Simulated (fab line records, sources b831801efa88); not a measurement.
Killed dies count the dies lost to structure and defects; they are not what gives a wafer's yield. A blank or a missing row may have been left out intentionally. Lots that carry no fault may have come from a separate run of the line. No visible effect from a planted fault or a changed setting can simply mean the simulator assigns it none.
Problem report, 8D (eight disciplines) form, completed by code -- flow gf180mcu -- the parts of the form that need people (team, actions taken, sign-off) are left out

1. THE PROBLEM
CONTACT_CVD_02_THK at GF_CONTACT_THK_MEAS_03 reads a mean of 601 nm on 3 wafers of 2 lots; wafers without a fault read 861 nm with a standard deviation of 11. That is -24 standard deviations from the usual mean.
Seen first at day 22 15:16 on filmMetro-02, wafer L672.4. At this step, 36 wafers from 12 lots have a number in the record. The rule behind "out" and "out of limits": a value lying over 4 standard deviations away from the usual mean. Any other wafer with a number is counted as sound.

2. WHAT IT IS; WHAT IT IS NOT
question,is,is not
which readings at this step,CONTACT_CVD_02_THK,-
which lots,"L672, L673","L653, L654, L655, L656, L657, L658, L660, L662, L664, L669"
which wafers of those lots,"L672.4, L673.2, L673.4","L672.1, L672.6, L673.6"
read on which gauges,filmMetro-02,"filmMetro-01, filmMetro-04"
when,from day 22 15:16,up to then (32 sound wafers); but 1 sound wafer of L673 came after

3. WHAT RULES OUT EACH SUSPECT
Counting: any tool at a process step up to the reading remains a suspect provided it ran every lot that is out. Sound lots after the first of them don't rule it out here, since some wafers of a struck lot are sound.
- the gauge at GF_CONTACT_THK_MEAS_03 is ruled out. All the wafers that are out were read on filmMetro-02, but those of them that GF_CONTACT_CMP_04 has rows for are out there too, on other tools.
- pecvd-04 at GF_CONTACT_CVD_02 (deposits SiO2 from TEOS, target thk 860 nm, time 95.992 s): kept. It ran every lot that is out, first L672 (day 22 15:11); its last sound lot up to then is L669 (day 21 12:55).
Remaining after the count: pecvd-04 at GF_CONTACT_CVD_02.

4. THE CAUSE (what the simulator had put in)
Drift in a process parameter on pecvd-04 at GF_CONTACT_CVD_02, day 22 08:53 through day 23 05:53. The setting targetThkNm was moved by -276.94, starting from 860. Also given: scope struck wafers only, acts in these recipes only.
After counting, this tool was the only one left.

5. THE EFFECT CHAIN, in route order
Each row: a reading whose mean over the struck wafers that have a number lies more than 3 standard deviations from the usual. Only readings for which the record gives a usual standard deviation are gone through. hours: the time from each lot's start at the first step in this table that gives one to its start at this step, as a median over the lots. sigmas: the change in usual standard deviations.
hours,step,reading,usual,on struck wafers,change,sigmas
0,GF_CONTACT_THK_MEAS_03,CONTACT_CVD_02_THK,861 nm,601,-260,-24
0,GF_CONTACT_CMP_04,timeToEndpointS,115 s,16,-99,-20
Its process steps:
- GF_CONTACT_CMP_04: polishes SiO2.

6. WHAT WOULD HAVE CAUGHT IT SOONER
The first out-of-limits reading at a measuring or inspecting step in this record came at day 22 15:16, 6 hours after the fault's start at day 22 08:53.
Of the tool readings at GF_CONTACT_CVD_02 for which the record gives a usual standard deviation, none was out on any struck wafer, so an alarm limit of 4 standard deviations on them would not have fired.
Lots out: 2; of these, L673 started GF_CONTACT_CVD_02 on pecvd-04 after day 22 15:16. It would have been spared by a hold on the tool at that moment.
